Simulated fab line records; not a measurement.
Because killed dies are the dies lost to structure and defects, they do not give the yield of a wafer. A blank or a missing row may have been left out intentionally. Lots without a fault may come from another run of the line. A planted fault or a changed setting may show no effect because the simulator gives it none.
Matching of chambers    flow gf180mcu    pecvd-03 running GF_V2_CVD_02: 3 sister chambers
The step deposits SiO2 from TEOS, target thk 850 nm, time 94.851 s. 3 wafers are shown with their chamber, then 8 later ones without.

WAFERS PAIRED WITH THEIR CHAMBERS
wafer   chamber  heater-power-w (W)
L089.1  1        870
L089.5  2        759
L094.2  0        839

WAFERS WHOSE CHAMBER IS MISSING
wafer   heater-power-w (W)
L094.4  744
L094.6  666
L096.1  683
L096.3  731
L096.6  746
L095.4  608
L095.5  935
L095.6  786

CHAMBER TAKEN BY EACH
wafer   from the rows above           in truth
L094.4  can't be placed: 2 or 0 or 1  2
L094.6  can't be placed: 2 or 0 or 1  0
L096.1  can't be placed: 2 or 0 or 1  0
L096.3  can't be placed: 2 or 0 or 1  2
L096.6  can't be placed: 2 or 0 or 1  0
L095.4  can't be placed: 2 or 0 or 1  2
L095.5  can't be placed: 1 or 0 or 2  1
L095.6  can't be placed: 2 or 0 or 1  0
Correctly placed: 0 of 8. Can't be placed from these rows: 8 (the true chamber is among the candidates in 8). Placed wrongly: 0.
How it was worked out, from the rows above alone: a wafer's distance from a chamber is the root of the sum, over the readings, of the square of ((its reading less the chamber's mean) divided by the reading's scatter). The wafer belongs to the nearest chamber; if the next one is less than 2 further off, it can't be placed. For every chamber, the mean is computed from those of its wafers that are shown. The scatter (one wafer shown for each chamber): square how far every hidden wafer sits from the nearest shown wafer, average those squares and take the square root.
